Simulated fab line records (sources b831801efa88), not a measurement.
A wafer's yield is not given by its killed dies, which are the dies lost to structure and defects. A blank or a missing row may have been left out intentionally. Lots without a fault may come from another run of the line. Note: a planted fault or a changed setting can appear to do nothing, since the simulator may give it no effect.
A sampling plan put to the test | flow gf180mcu | one line in one fab, 58 faults in these records, each fault weighed on the records of the lots it struck
Plan = the line's own looks (route steps where a gauge or an inspection reads the wafer without altering it). A look can be judged if struck wafers have a number there and the file gives its usual mean and standard deviation on fault-free wafers. Caught: a look later than the fault's first step finds the struck wafers' mean 4 or more of those standard deviations (sigma) from the usual mean. On the tool: the same test on the tool's own readings at the fault's steps. It also counts as caught if the struck wafers ran another recipe or if their record alone is blank.

THE FAULTS, as the simulator had put them in
1. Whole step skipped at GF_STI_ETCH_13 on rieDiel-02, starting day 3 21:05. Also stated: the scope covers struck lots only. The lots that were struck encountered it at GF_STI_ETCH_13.
2. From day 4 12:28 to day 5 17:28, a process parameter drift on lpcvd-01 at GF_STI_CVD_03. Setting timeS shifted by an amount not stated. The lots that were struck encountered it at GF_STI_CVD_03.
3. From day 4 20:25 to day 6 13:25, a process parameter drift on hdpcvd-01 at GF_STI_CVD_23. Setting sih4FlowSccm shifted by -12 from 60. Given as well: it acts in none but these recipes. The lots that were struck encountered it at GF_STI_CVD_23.
4. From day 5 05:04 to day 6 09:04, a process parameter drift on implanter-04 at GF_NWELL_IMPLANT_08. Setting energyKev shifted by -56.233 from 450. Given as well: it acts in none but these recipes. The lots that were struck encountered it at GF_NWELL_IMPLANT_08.
5. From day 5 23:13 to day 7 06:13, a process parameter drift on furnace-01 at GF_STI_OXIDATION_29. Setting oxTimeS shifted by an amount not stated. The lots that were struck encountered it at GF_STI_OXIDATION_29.
6. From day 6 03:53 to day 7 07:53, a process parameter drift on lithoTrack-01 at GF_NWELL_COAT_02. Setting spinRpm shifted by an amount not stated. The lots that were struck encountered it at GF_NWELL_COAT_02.
7. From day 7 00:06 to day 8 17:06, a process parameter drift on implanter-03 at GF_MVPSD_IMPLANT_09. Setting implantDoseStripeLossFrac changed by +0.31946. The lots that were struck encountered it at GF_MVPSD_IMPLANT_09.
8. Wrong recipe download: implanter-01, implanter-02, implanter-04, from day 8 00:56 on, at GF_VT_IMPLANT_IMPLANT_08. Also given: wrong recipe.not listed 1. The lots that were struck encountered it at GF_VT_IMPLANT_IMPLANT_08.
9. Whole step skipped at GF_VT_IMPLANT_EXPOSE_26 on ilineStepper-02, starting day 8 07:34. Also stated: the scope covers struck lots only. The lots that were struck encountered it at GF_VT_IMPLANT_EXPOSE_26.
10. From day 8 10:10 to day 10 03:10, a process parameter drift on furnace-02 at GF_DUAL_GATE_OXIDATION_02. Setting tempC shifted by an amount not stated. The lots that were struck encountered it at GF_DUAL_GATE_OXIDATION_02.
11. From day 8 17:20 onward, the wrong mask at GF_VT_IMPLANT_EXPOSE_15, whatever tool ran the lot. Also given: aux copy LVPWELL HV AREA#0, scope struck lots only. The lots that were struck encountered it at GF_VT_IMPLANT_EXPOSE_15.
12. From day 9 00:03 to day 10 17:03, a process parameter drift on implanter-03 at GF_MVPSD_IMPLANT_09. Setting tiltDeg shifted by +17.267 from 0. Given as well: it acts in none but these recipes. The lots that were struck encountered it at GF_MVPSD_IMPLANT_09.
13. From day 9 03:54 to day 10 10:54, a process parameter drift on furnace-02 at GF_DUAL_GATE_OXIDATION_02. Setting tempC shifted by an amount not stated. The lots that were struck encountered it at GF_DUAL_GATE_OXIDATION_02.
14. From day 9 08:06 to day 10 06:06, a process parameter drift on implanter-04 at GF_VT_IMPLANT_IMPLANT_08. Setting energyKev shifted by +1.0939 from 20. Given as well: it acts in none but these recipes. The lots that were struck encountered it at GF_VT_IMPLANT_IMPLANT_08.
15. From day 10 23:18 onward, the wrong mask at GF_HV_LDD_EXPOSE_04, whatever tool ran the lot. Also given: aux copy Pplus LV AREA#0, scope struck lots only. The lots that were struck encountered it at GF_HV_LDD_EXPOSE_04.
16. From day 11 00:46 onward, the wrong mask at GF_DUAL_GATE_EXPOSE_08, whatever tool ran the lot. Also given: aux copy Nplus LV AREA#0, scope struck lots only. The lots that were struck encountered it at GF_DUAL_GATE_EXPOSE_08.
17. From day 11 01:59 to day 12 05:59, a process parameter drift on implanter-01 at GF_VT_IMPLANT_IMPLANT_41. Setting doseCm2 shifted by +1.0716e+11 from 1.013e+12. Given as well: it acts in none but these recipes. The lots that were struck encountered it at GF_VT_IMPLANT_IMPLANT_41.
18. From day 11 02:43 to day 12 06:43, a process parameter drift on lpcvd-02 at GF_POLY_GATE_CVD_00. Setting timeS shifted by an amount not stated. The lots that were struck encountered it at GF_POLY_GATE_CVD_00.
19. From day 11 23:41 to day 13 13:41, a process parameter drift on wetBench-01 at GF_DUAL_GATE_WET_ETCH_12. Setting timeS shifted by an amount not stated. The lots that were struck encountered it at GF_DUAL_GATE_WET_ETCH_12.
20. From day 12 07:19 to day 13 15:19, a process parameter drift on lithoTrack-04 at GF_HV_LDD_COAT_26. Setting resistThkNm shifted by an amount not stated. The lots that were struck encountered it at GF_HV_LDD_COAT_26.
21. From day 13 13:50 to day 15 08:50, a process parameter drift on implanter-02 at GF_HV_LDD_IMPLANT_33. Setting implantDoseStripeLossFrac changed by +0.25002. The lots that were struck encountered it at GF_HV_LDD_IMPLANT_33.
22. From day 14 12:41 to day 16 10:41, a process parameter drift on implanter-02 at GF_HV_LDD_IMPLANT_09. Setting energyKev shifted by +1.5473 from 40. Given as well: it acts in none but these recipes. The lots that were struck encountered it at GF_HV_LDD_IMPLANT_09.
23. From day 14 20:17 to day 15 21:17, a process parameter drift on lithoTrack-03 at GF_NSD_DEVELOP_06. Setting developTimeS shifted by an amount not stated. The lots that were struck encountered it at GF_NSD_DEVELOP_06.
24. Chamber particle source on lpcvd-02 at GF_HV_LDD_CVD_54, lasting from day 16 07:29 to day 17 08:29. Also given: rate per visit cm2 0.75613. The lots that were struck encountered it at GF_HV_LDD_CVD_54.
25. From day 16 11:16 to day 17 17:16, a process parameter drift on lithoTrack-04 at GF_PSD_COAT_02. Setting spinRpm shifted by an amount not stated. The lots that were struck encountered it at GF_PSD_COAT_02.
26. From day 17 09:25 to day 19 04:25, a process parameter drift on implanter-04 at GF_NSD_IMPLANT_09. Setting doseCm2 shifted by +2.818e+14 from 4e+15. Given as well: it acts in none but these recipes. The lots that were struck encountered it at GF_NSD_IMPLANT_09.
27. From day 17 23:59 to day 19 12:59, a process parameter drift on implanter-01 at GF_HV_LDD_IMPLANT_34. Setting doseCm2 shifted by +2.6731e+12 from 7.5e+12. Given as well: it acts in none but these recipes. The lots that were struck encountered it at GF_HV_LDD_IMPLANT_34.
28. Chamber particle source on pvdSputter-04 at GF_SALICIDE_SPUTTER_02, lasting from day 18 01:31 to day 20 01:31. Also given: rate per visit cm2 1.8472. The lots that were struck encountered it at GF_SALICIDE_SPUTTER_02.
29. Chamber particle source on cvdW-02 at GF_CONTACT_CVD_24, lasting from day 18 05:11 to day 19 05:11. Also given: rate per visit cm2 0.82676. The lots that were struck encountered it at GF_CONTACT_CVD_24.
30. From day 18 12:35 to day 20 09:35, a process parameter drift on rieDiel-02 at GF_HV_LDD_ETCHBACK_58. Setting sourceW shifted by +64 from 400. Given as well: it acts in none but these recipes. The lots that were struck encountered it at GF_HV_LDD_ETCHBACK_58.
31. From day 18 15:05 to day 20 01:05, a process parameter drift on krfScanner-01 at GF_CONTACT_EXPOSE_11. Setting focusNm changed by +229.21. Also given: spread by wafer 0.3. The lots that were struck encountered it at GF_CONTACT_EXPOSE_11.
32. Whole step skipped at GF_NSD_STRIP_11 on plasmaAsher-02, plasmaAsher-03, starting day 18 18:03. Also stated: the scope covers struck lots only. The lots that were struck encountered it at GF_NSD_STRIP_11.
33. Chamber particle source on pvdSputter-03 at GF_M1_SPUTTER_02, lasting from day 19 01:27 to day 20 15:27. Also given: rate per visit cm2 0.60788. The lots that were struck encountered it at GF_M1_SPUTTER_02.
34. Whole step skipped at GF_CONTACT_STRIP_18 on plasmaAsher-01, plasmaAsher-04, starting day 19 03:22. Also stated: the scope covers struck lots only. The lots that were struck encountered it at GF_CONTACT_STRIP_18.
35. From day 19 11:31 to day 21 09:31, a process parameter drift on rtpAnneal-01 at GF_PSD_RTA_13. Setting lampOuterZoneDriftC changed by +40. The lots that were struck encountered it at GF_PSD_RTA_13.
36. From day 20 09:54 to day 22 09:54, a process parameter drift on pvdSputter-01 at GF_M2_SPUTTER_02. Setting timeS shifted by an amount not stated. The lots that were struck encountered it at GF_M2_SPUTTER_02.
37. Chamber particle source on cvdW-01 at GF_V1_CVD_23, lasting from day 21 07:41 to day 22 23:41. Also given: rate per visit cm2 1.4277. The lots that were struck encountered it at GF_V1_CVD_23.
38. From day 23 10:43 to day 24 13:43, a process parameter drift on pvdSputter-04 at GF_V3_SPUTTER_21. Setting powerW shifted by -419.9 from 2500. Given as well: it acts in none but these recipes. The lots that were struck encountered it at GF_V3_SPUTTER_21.
39. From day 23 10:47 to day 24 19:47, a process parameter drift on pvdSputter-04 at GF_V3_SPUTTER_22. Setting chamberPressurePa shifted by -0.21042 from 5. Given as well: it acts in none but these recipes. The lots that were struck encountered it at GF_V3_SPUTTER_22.
40. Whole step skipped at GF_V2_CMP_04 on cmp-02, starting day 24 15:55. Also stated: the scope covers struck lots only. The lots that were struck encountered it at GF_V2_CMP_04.
41. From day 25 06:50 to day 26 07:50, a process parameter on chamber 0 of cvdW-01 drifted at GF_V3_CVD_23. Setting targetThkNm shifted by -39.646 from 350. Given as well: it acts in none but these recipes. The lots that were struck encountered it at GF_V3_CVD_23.
42. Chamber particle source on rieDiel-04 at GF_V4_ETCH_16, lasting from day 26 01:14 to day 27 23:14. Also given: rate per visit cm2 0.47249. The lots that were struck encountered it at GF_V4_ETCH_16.
43. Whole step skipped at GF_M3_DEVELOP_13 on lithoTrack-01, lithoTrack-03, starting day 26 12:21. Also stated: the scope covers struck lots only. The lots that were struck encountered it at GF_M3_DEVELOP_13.
44. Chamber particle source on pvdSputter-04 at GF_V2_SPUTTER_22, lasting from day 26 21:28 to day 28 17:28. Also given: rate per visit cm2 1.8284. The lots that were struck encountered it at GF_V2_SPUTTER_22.
45. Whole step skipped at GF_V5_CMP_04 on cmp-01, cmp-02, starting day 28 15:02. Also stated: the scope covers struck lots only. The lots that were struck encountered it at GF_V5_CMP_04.
46. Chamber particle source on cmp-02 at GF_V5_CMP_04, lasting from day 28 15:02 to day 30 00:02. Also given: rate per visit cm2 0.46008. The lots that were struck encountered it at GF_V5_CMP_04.
47. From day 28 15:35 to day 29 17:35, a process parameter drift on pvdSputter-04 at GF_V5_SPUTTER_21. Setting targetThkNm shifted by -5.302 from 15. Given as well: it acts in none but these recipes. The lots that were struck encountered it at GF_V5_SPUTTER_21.
48. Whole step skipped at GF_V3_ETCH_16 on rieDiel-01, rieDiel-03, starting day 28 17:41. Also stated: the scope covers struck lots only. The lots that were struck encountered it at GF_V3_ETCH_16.
49. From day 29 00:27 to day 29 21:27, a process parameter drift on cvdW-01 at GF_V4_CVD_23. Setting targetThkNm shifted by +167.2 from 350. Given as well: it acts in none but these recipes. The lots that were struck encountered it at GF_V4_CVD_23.
50. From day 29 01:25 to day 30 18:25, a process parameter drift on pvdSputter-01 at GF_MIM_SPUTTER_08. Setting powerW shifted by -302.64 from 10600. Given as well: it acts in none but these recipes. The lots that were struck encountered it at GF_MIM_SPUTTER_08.
51. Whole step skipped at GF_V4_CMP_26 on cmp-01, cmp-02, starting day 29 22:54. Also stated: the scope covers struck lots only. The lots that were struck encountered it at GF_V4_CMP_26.
52. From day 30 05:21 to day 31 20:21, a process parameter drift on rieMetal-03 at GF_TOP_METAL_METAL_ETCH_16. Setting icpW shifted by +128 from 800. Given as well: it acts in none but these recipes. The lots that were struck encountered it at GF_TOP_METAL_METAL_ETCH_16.
53. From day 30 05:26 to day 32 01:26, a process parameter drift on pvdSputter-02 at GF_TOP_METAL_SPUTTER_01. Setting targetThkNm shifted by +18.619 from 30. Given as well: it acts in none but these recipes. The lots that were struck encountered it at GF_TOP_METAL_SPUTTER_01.
54. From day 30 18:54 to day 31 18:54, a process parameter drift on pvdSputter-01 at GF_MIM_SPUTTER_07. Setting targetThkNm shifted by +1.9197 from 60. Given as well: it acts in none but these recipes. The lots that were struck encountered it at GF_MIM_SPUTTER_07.
55. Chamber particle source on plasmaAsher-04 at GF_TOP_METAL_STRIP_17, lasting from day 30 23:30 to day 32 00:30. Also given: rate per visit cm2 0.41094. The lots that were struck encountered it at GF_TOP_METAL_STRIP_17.
56. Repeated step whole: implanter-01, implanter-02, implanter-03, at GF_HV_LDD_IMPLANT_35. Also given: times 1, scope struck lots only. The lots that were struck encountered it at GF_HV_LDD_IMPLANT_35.
57. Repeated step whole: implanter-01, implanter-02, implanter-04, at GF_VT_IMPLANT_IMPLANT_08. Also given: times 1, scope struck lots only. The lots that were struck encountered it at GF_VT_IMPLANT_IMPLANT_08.
58. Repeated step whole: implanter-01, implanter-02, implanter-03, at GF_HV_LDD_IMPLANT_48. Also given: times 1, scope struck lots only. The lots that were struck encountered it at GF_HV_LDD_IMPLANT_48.

WHAT THE PLAN SAW
fault | on the tool itself                               | first look that catches it                      | reading, sigma                                                          | median hours from its first step to that look | hours from the fault's start to the first struck lot there | judged looks passed uncaught
1     | the tool's record is blank for the struck wafers | no look after it can be judged                  | -                                                                       | -                                             | -                                                          | 0
2     | no reading that can be judged                    | GF_STI_THK_MEAS_04                              | STI_CVD_03_THK -4.9                                                     | 2.0                                           | 9                                                          | 0
3     | sih4FlowSccm -70 sigma                           | GF_STI_THK_MEAS_24                              | STI_CVD_23_THK -20                                                      | 0.1                                           | 3                                                          | 0
4     | beamEnergyKeV -99 or beyond sigma                | GF_VT_IMPLANT_RS_MEAS_47                        | NWELL_RS +8.2                                                           | 113.6                                         | 114                                                        | 2
5     | under 2 sigma                                    | GF_STI_THK_MEAS_30                              | STI_OXIDATION_02_THK +8.0                                               | 1.4                                           | 4                                                          | 0
6     | spinSpeedRpm +26 sigma                           | not the one look that can be judged after it    | -                                                                       | -                                             | -                                                          | 1
7     | under 2 sigma                                    | none of the 4 looks that can be judged after it | strongest: MVPSD_RS at GF_VT_IMPLANT_RS_MEAS_49, +3.6                   | -                                             | -                                                          | 4
8     | no reading that can be judged                    | GF_VT_IMPLANT_TW_MEAS_10                        | VT_IMPLANT_TW -52                                                       | 0.2                                           | 5                                                          | 0
9     | no reading that can be judged                    | no look after it can be judged                  | -                                                                       | -                                             | -                                                          | 0
10    | tubeCenterTempC -99 or beyond sigma              | GF_DUAL_GATE_THK_MEAS_03                        | DUAL_GATE_OXIDATION_00_THK -9.4                                         | 1.4                                           | 7                                                          | 0
11    | under 2 sigma                                    | GF_VT_IMPLANT_TW_MEAS_21                        | VT_IMPLANT_2_TW -99 or beyond                                           | 8.2                                           | 11                                                         | 0
12    | tiltDeg +99 or beyond sigma                      | GF_MVPSD_TW_MEAS_11                             | MVPSD_TW +5.7                                                           | 0.2                                           | 7                                                          | 0
13    | tubeCenterTempC -48 sigma                        | none of the 2 looks that can be judged after it | strongest: DUAL_GATE_OXIDATION_00_THK at GF_DUAL_GATE_THK_MEAS_03, -3.4 | -                                             | -                                                          | 2
14    | beamEnergyKeV +99 or beyond sigma                | none of the 2 looks that can be judged after it | strongest: VT_IMPLANT_TW at GF_VT_IMPLANT_TW_MEAS_10, +3.4              | -                                             | -                                                          | 2
15    | no reading that can be judged                    | GF_HV_LDD_TW_MEAS_11                            | HV_LDD_TW -99 or beyond                                                 | 9.4                                           | 13                                                         | 0
16    | no reading that can be judged                    | no look after it can be judged                  | -                                                                       | -                                             | -                                                          | 0
17    | doseIonsCm2 +97 sigma                            | GF_VT_IMPLANT_TW_MEAS_43                        | VT_IMPLANT_4_TW +7.2                                                    | 0.2                                           | 4                                                          | 0
18    | under 2 sigma                                    | GF_POLY_GATE_THK_MEAS_01                        | POLY_GATE_CVD_00_THK +4.3                                               | 1.3                                           | 7                                                          | 0
19    | runLengthS -72 sigma                             | no look after it can be judged                  | -                                                                       | -                                             | -                                                          | 0
20    | no reading that can be judged                    | none of the 2 looks that can be judged after it | -                                                                       | -                                             | -                                                          | 2
21    | under 2 sigma                                    | none of the 7 looks that can be judged after it | -                                                                       | -                                             | -                                                          | 7
22    | beamEnergyKeV +99 or beyond sigma                | none of the 2 looks that can be judged after it | strongest: HV_LDD_TW at GF_HV_LDD_TW_MEAS_11, +3.2                      | -                                             | -                                                          | 2
23    | no reading that can be judged                    | none of the 2 looks that can be judged after it | strongest: cdNm at GF_NSD_CD_MEAS_07, +3.6                              | -                                             | -                                                          | 2
24    | under 2 sigma                                    | not the one look that can be judged after it    | -                                                                       | -                                             | -                                                          | 1
25    | spinSpeedRpm +90 sigma                           | no look after it can be judged                  | -                                                                       | -                                             | -                                                          | 0
26    | doseIonsCm2 +64 sigma                            | none of the 2 looks that can be judged after it | strongest: NSD_RS at GF_PSD_RS_MEAS_14, -2.8                            | -                                             | -                                                          | 2
27    | doseIonsCm2 +99 or beyond sigma                  | GF_HV_LDD_TW_MEAS_38                            | HV_LDD_3_TW +6.0                                                        | 0.5                                           | 10                                                         | 0
28    | under 2 sigma                                    | not the one look that can be judged after it    | -                                                                       | -                                             | -                                                          | 1
29    | under 2 sigma                                    | not the one look that can be judged after it    | -                                                                       | -                                             | -                                                          | 1
30    | rfFwdPowerW +49 sigma                            | no look after it can be judged                  | -                                                                       | -                                             | -                                                          | 0
31    | under 2 sigma                                    | none of the 2 looks that can be judged after it | strongest: cdNm at GF_CONTACT_CD_MEAS_14, -2.9                          | -                                             | -                                                          | 2
32    | the tool's record is blank for the struck wafers | GF_PSD_TW_MEAS_11                               | PSD_TW -99 or beyond                                                    | 24.9                                          | 30                                                         | 0
33    | under 2 sigma                                    | none of the 3 looks that can be judged after it | -                                                                       | -                                             | -                                                          | 3
34    | the tool's record is blank for the struck wafers | no look after it can be judged                  | -                                                                       | -                                             | -                                                          | 0
35    | under 2 sigma                                    | GF_PSD_RS_MEAS_14                               | NSD_RS -37                                                              | 0.1                                           | 2                                                          | 0
36    | under 2 sigma                                    | GF_M2_RS_MEAS_05                                | M2_ALCU_RS +17                                                          | 0.1                                           | 4                                                          | 0
37    | under 2 sigma                                    | none of the 2 looks that can be judged after it | -                                                                       | -                                             | -                                                          | 2
38    | cathodeDcPowerW -99 or beyond sigma              | no look after it can be judged                  | -                                                                       | -                                             | -                                                          | 0
39    | chamberPressurePa -20 sigma                      | no look after it can be judged                  | -                                                                       | -                                             | -                                                          | 0
40    | the tool's record is blank for the struck wafers | no look after it can be judged                  | -                                                                       | -                                             | -                                                          | 0
41    | under 2 sigma                                    | GF_V3_RS_MEAS_24                                | V3_W_RS +9.8                                                            | 0.1                                           | 1                                                          | 0
42    | under 2 sigma                                    | not the one look that can be judged after it    | -                                                                       | -                                             | -                                                          | 1
43    | no reading that can be judged                    | no look after it can be judged                  | -                                                                       | -                                             | -                                                          | 0
44    | under 2 sigma                                    | not the one look that can be judged after it    | -                                                                       | -                                             | -                                                          | 1
45    | the tool's record is blank for the struck wafers | not the one look that can be judged after it    | -                                                                       | -                                             | -                                                          | 1
46    | under 2 sigma                                    | not the one look that can be judged after it    | -                                                                       | -                                             | -                                                          | 1
47    | under 2 sigma                                    | no look after it can be judged                  | -                                                                       | -                                             | -                                                          | 0
48    | the tool's record is blank for the struck wafers | no look after it can be judged                  | -                                                                       | -                                             | -                                                          | 0
49    | under 2 sigma                                    | GF_V4_RS_MEAS_24                                | V4_W_RS -34                                                             | 0.1                                           | 4                                                          | 0
50    | cathodeDcPowerW -99 or beyond sigma              | none of the 2 looks that can be judged after it | strongest: MIM_ALCU_RS at GF_MIM_RS_MEAS_10, +3.5                       | -                                             | -                                                          | 2
51    | no reading that can be judged                    | no look after it can be judged                  | -                                                                       | -                                             | -                                                          | 0
52    | rfFwdPowerW +47 sigma                            | no look after it can be judged                  | -                                                                       | -                                             | -                                                          | 0
53    | under 2 sigma                                    | no look after it can be judged                  | -                                                                       | -                                             | -                                                          | 0
54    | under 2 sigma                                    | no look after it can be judged                  | -                                                                       | -                                             | -                                                          | 0
55    | under 2 sigma                                    | no look after it can be judged                  | -                                                                       | -                                             | -                                                          | 0
56    | under 2 sigma                                    | GF_HV_LDD_TW_MEAS_38                            | HV_LDD_3_TW +13                                                         | 0.7                                           | -                                                          | 0
57    | no reading that can be judged                    | GF_VT_IMPLANT_TW_MEAS_10                        | VT_IMPLANT_TW +35                                                       | 0.6                                           | -                                                          | 0
58    | no reading that can be judged                    | GF_HV_LDD_TW_MEAS_50                            | HV_LDD_4_TW +44                                                         | 0.6                                           | -                                                          | 0
A dash: this means the fault isn't caught or the number doesn't appear in these records.

Caught at a look: 20 of 58. Caught on the tool: 24 of 58. By one or the other: 37 of 58.
Faults 1, 6, 13, 14, 19, 22, 25, 26, 30, 34, 38, 39, 40, 45, 48, 50, 52 were caught on the tool alone.
Caught at a look alone: faults 2, 5, 8, 11, 15, 18, 35, 36, 41, 49, 56, 57, 58.
Caught by neither: faults 7, 9, 16, 20, 21, 23, 24, 28, 29, 31, 33, 37, 42, 43, 44, 46, 47, 51, 53, 54, 55.

THINNER SAMPLING
Were the look that catches a fault to measure just every second or every third lot (counted by lot number), the first struck lot would, at worst, be measured this late:
fault | struck lots at that look, in order of time | every lot | every second lot | every third lot
2     | L469, L470                                 | 9 h       | 14 h             | may miss all 2
3     | L326, L327                                 | 3 h       | 7 h              | may miss all 2
4     | L810, L811                                 | 114 h     | 125 h            | may miss all 2
5     | L969, L974                                 | 4 h       | 31 h             | may miss all 2
8     | L347, L348, L349, L350                     | 5 h       | 11 h             | 16 h
10    | L386, L389, L391                           | 7 h       | 32 h             | may miss all 3
11    | L352                                       | 11 h      | may miss it      | may miss it
12    | L943, L944                                 | 7 h       | 13 h             | may miss all 2
15    | L717                                       | 13 h      | may miss it      | may miss it
17    | L590, L592                                 | 4 h       | may miss all 2   | may miss all 2
18    | L683, L684                                 | 7 h       | 15 h             | may miss all 2
27    | L113, L114                                 | 10 h      | 19 h             | may miss all 2
32    | L914, L915                                 | 30 h      | 44 h             | may miss all 2
35    | L593, L594                                 | 2 h       | 13 h             | may miss all 2
36    | L913, L914                                 | 4 h       | 19 h             | may miss all 2
41    | L119, L120                                 | 1 h       | 3 h              | may miss all 2
49    | L669, L670                                 | 4 h       | 8 h              | may miss all 2
The hour figures run from when the fault began to the first measured lot among those it struck. 4 sigma limit: tested on the pooled struck wafers, so a lone lot may be under it. Other struck lots may not be in these records.

THE LONGEST TIMED WAY FROM STEP TO LOOK
For fault 4, GF_NWELL_IMPLANT_08 and GF_VT_IMPLANT_RS_MEAS_47 are separated by a median of 113.6 hours. The looks between them that can be judged stayed within 4 sigma: GF_MVSD_TW_MEAS_11, GF_VT_IMPLANT_OVL_MEAS_07.
